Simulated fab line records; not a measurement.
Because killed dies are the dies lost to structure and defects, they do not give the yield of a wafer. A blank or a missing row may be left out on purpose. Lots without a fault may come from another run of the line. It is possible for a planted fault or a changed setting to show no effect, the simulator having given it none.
Chamber matching || flow gf180mcu || GF_V4_CMP_26 on cmp-01 has 4 sister chambers
The step polishes, stops on SiO2, t overpolish 15 s, target thk 0 nm. 8 wafers are shown with their chamber, then 8 later ones without.

## WAFERS PAIRED WITH THEIR CHAMBERS
{"wafer": "L332.2", "chamber": 0, "motorCurrentA (A)": 9.8, "timeToEndpointS (s)": 87}
{"wafer": "L333.3", "chamber": 2, "motorCurrentA (A)": 11.7, "timeToEndpointS (s)": 77}
{"wafer": "L333.4", "chamber": 0, "motorCurrentA (A)": 9.7, "timeToEndpointS (s)": 86}
{"wafer": "L333.5", "chamber": 3, "motorCurrentA (A)": 10.3, "timeToEndpointS (s)": 82}
{"wafer": "L334.2", "chamber": 1, "motorCurrentA (A)": 9.3, "timeToEndpointS (s)": 82}
{"wafer": "L334.5", "chamber": 2, "motorCurrentA (A)": 12.1, "timeToEndpointS (s)": 83}
{"wafer": "L334.6", "chamber": 1, "motorCurrentA (A)": 8.9, "timeToEndpointS (s)": 87}
{"wafer": "L339.1", "chamber": 3, "motorCurrentA (A)": 9.3, "timeToEndpointS (s)": 88}

## WAFERS MISSING THEIR CHAMBER
{"wafer": "L339.2", "motorCurrentA (A)": 10.2, "timeToEndpointS (s)": 92}
{"wafer": "L339.4", "motorCurrentA (A)": 8.9, "timeToEndpointS (s)": 87}
{"wafer": "L346.3", "motorCurrentA (A)": 9.5, "timeToEndpointS (s)": 83}
{"wafer": "L346.4", "motorCurrentA (A)": 9.7, "timeToEndpointS (s)": 87}
{"wafer": "L346.6", "motorCurrentA (A)": 9.7, "timeToEndpointS (s)": 82}
{"wafer": "L347.2", "motorCurrentA (A)": 9.6, "timeToEndpointS (s)": 82}
{"wafer": "L347.3", "motorCurrentA (A)": 9.0, "timeToEndpointS (s)": 85}
{"wafer": "L347.4", "motorCurrentA (A)": 12.7, "timeToEndpointS (s)": 79}

## WHICH CHAMBER EACH ONE RAN IN
{"wafer": "L339.2", "from the rows above": "can't be placed: 0 or 3 or 1", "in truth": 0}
{"wafer": "L339.4", "from the rows above": "can't be placed: 1 or 0 or 3", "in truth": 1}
{"wafer": "L346.3", "from the rows above": "can't be placed: 3 or 1 or 0", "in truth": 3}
{"wafer": "L346.4", "from the rows above": "can't be placed: 0 or 3 or 1", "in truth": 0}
{"wafer": "L346.6", "from the rows above": "can't be placed: 3 or 0 or 1", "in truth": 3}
{"wafer": "L347.2", "from the rows above": "can't be placed: 3 or 0 or 1", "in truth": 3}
{"wafer": "L347.3", "from the rows above": "can't be placed: 1 or 0 or 3", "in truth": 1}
{"wafer": "L347.4", "from the rows above": 2, "in truth": 2}
Placed correctly: 1 of 8. These rows do not allow placing 7 (true chamber among the candidates in 7). Placed wrongly: 0.
How it was worked out, from the rows above alone: a wafer's distance from a chamber is the root of the sum, over the readings, of the square of ((its reading less the chamber's mean) divided by the reading's scatter). If the next closest chamber is less than 2 further off than the closest, the wafer can't be placed; otherwise it belongs to the closest. A chamber's mean is the mean of its shown wafers. The scatter is the square root of a quotient: the sum, over the shown wafers, of each reading's squared deviation from its chamber's mean, divided by wafers minus chambers.
